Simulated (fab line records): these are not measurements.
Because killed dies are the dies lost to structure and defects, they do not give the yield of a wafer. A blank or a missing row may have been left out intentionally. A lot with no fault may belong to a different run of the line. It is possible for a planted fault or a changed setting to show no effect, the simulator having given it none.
Which of the tools did it? | flow gf180mcu | 39 wafers from 13 lots sampled at 4 of the route's 602 steps

== WHAT THE GAUGES READ, wafer by wafer ==
GF_NSD_CD_MEAS_07: target cd 400 nm. Usual: cdNm reads 399.7 nm (standard deviation 2.3).
lot  | measured     | on       | cdNm (nm)         | flag
L906 | day 14 16:14 | cdSem-01 | 397.0 398.0 396.9 | 
L907 | day 15 00:29 | cdSem-02 | 400.9 401.0 401.2 | 
L908 | day 15 22:16 | cdSem-02 | 400.8 399.8 398.1 | 
L910 | day 16 02:28 | cdSem-01 | 404.0 404.3 401.5 | 
L911 | day 16 03:02 | cdSem-02 | 401.3 402.9 400.6 | 
L913 | day 17 01:34 | cdSem-02 | 400.4 397.3 396.8 | 
L914 | day 17 05:23 | cdSem-01 | 396.5 396.0 396.1 | 
L917 | day 18 11:20 | cdSem-02 | 399.1 398.8 398.4 | 
L918 | day 18 17:26 | cdSem-02 | 399.5 403.5 399.4 | 
L919 | day 19 04:10 | cdSem-02 | 381.4 379.4 383.1 | OFF
L920 | day 19 11:01 | cdSem-02 | 384.9 385.2 384.7 | OFF
L922 | day 20 08:31 | cdSem-02 | 398.2 397.6 400.0 | 
L923 | day 20 16:43 | cdSem-02 | 388.5 387.3 389.3 | OFF

GF_M1_OVL_MEAS_15. Usual: M1_OVL 2 nm, standard deviation 4.9.
lot  | measured     | on         | M1_OVL (nm) | flag
L906 | day 18 14:46 | overlay-01 | -5 0 -1     | 
L907 | day 19 00:51 | overlay-01 | 8 9 5       | 
L908 | day 20 01:37 | overlay-02 | -3 -7 -3    | 
L910 | day 20 05:40 | overlay-02 | 4 4 1       | 
L911 | day 20 06:37 | overlay-02 | -3 11 2     | 
L913 | day 21 06:48 | overlay-01 | -1 3 -4     | 
L914 | day 21 10:01 | overlay-01 | 2 -1 0      | 
L917 | day 22 16:51 | overlay-02 | 9 6 5       | 
L918 | day 22 21:04 | overlay-02 | 1 -3 -1     | 
L919 | day 23 08:11 | overlay-01 | 6 -1 3      | 
L920 | day 23 14:13 | overlay-02 | 9 -5 5      | 
L922 | day 24 09:11 | overlay-02 | 1 -3 -4     | 
L923 | day 24 17:45 | overlay-01 | 6 11 5      | 

GF_V2_BOW_MEAS_05. Usual: V2_BOW 96 um, standard deviation 8.
lot  | measured     | on           | V2_BOW (um) | flag
L906 | day 20 20:16 | filmMetro-03 | 107 98 105  | 
L907 | day 21 05:55 | filmMetro-03 | 100 106 108 | 
L908 | day 22 06:34 | filmMetro-03 | 109 107 110 | 
L910 | day 22 10:52 | filmMetro-03 | 91 101 94   | 
L911 | day 22 11:03 | filmMetro-03 | 118 98 103  | 
L913 | day 23 09:52 | filmMetro-03 | 91 98 94    | 
L914 | day 23 12:34 | filmMetro-03 | 102 81 102  | 
L917 | day 24 17:41 | filmMetro-03 | 93 88 93    | 
L918 | day 24 22:20 | filmMetro-04 | 98 107 105  | 
L919 | day 25 22:01 | filmMetro-03 | 103 109 88  | 
L920 | day 26 00:38 | filmMetro-01 | 92 98 98    | 
L922 | day 26 15:15 | filmMetro-04 | 92 107 100  | 
L923 | day 26 22:10 | filmMetro-01 | 102 96 102  | 

== WHICH TOOL RAN EACH LOT (tool, then ch and the chambers of the sampled wafers, then the start) ==
lot  | GF_NSD_EXPOSE_04
L906 | ilineStepper-02 ch 0, day 14 05:58
L907 | ilineStepper-01 ch 0, day 14 14:30
L908 | ilineStepper-02 ch 0, day 15 11:53
L910 | ilineStepper-01 ch 0, day 15 16:12
L911 | ilineStepper-02 ch 0, day 15 16:30
L913 | ilineStepper-01 ch 0, day 16 14:19
L914 | ilineStepper-02 ch 0, day 16 19:04
L917 | ilineStepper-02 ch 0, day 17 23:25
L918 | ilineStepper-02 ch 0, day 18 05:02
L919 | ilineStepper-02 ch 0, day 18 15:56
L920 | ilineStepper-02 ch 0, day 18 23:01
L922 | ilineStepper-01 ch 0, day 19 20:40
L923 | ilineStepper-02 ch 0, day 20 05:16
- GF_NSD_EXPOSE_04: exposes mask Nplus, target cd 400 nm.

== AS READ BY THE TOOLS THEMSELVES (means over the sampled wafers that have a number; for cases with no such wafer, the mark the record gives instead) ==
GF_NSD_EXPOSE_04. Usual: exposureDoseMJCm2 reads 139.95 (standard deviation 0.15).
lot  | tool            | exposureDoseMJCm2 | flag
L906 | ilineStepper-02 | 139.76            | 
L907 | ilineStepper-01 | 139.84            | 
L908 | ilineStepper-02 | 139.82            | 
L910 | ilineStepper-01 | 139.87            | 
L911 | ilineStepper-02 | 140.03            | 
L913 | ilineStepper-01 | 139.97            | 
L914 | ilineStepper-02 | 140.03            | 
L917 | ilineStepper-02 | 139.93            | 
L918 | ilineStepper-02 | 139.93            | 
L919 | ilineStepper-02 | 132.50            | OFF
L920 | ilineStepper-02 | 132.31            | OFF
L922 | ilineStepper-01 | 140.15            | 
L923 | ilineStepper-02 | 134.94            | OFF

== THE ANSWER, worked out from the rows above alone ==
Rule: lot off if the mean of its wafers having a number is beyond 3 standard deviations from the usual mean. Also off: a lot with no number at a reading for which 4 or more lots have one. All remaining lots with rows at the step are treated as sound. After the gauges, taken in route order, come the tools' own readings; for these a lot's mean is taken, as printed above. At the first step where some lot is off, the reading lying furthest off is the one used; lots without a number count as furthest.
Off at GF_NSD_CD_MEAS_07 (cdNm): L919, L920, L923.
If a tool, at a process step before that reading, ran all the lots that are off and no sound lot after the first of them, it fits. Not tried: the gauges at GF_NSD_CD_MEAS_07; whatever is off there is also off at GF_NSD_EXPOSE_04, on other tools, and gauge error can't account for it. One candidate fits, namely ilineStepper-02 at GF_NSD_EXPOSE_04. A fault onset in the window from L918 (day 18 05:02, its last sound lot) to L919 (day 18 15:56, its first lot off) fits.
On the lots that are off, the tool's own readings at GF_NSD_EXPOSE_04 differ by more than 5 times the standard deviation of the sound lots' means, which bears it out; exposureDoseMJCm2 reads 133.25 there versus 139.93 on the sound lots.

== WHAT THE SIMULATOR HAD INSERTED ==
Process parameters drifting: ilineStepper-02 at GF_NSD_EXPOSE_04, beginning at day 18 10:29. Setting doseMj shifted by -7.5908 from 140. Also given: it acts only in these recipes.
Shown lots that were struck: L919, L920, L923. The same result came from the rule above.
